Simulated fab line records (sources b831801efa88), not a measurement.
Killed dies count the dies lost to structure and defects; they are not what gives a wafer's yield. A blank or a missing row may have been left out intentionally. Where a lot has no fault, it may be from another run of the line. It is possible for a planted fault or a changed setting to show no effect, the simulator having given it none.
A struck lot beside a sound one	flow sky130	15 steps out of a route of 708
Sound: the wafers L691.3, L691.5, L691.6. Wafers L693.3, L693.5, L693.6 were the ones struck. At the end, the cause is stated.
For every step that has rows: the tool of each side, followed by ch and its chambers, followed by its first start. Under that, the readings that differ: sound wafers	struck wafers	difference of the means	sigmas: that difference in standard deviations of wafers without a fault.
alike: same words and numbers on both sides, and readings whose means sit less than 2 such deviations apart. not compared: any withheld reading, any reading some wafer has no value for, any bound like >300 that may hide the same value, and any number with overlapping values for which the record gives no deviation.
A row with sigmas, a row that says differs or no value, or rows on one side alone: a step with any of these is where the two part. When numbers do not overlap yet have no deviation, they are printed without sigmas and do not part them. A reading missing from all wafers of one side parts the sides only when that side holds two or more wafers.

first, 3 steps without rows for these wafers: SKY_LDD_N_EXPOSE_04 (exposes mask NTM, target cd 840 nm); SKY_LDD_N_PEB_05; SKY_LDD_N_DEVELOP_06 (develop time 60 s).
SKY_LDD_N_OVL_MEAS_07:
  sound: overlay-02 at day 22 14:20; struck: overlay-02 at day 23 08:29
  alike: LDD_N_OVL
then, 8 steps without rows for these wafers: SKY_LDD_N_IMPLANT_08; SKY_LDD_N_IMPLANT_09; SKY_LDD_N_IMPLANT_10; SKY_LDD_N_IMPLANT_11; SKY_LDD_N_IMPLANT_12; SKY_LDD_N_IMPLANT_13; SKY_LDD_N_IMPLANT_14; SKY_LDD_N_IMPLANT_15.
SKY_LDD_N_STRIP_16: strips in O2/N2.
  sound on plasmaAsher-03 ch 0,1, day 22 15:35; struck on plasmaAsher-03 ch 0,1, day 23 09:45
reading	sound	struck	difference	sigmas
o2FlowSccm (sccm)	3011 3017 3007	3001 2994 2979	-20	-2
overashFraction	0.5 0.5 0.5	0.7 0.7 0.7	+0.2	
  alike: drypumpMotorCurrentA, oesProductAu, stripTimeToEndpointS
  not compared: rfHoursCounterH
SKY_LDD_N_TW_MEAS_17:
  sound: filmMetro-02 at day 22 15:40; struck: filmMetro-03 at day 23 09:50
  alike: LDD_N_TW
-- here the record skips 27 days between the struck wafers' starts before and after, leaving off in module LDD_N and picking up in module PAD_OPEN (first step shown: number 708 of the route) --
SKY_PAD_OPEN_PROBE_99:
  sound: prober-01 at day 48 19:41; struck: prober-01 at day 49 23:14
  alike: killed_at_M0_to_M3, killed_at_M4_up, killedAtContacts, killedAtFrontEnd, killedAtOther, killedDies, killedOpen, killedShort

## WHERE THEY PART
SKY_LDD_N_STRIP_16 only, going by this record. Later steps at which nothing parts them and some readings are alike: SKY_LDD_N_TW_MEAS_17, SKY_PAD_OPEN_PROBE_99.

WHY: whatever the simulator had introduced
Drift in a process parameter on plasmaAsher-03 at SKY_LDD_N_STRIP_16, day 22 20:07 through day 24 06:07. Setting overashFraction, moved by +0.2, from 0.5. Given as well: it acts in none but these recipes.
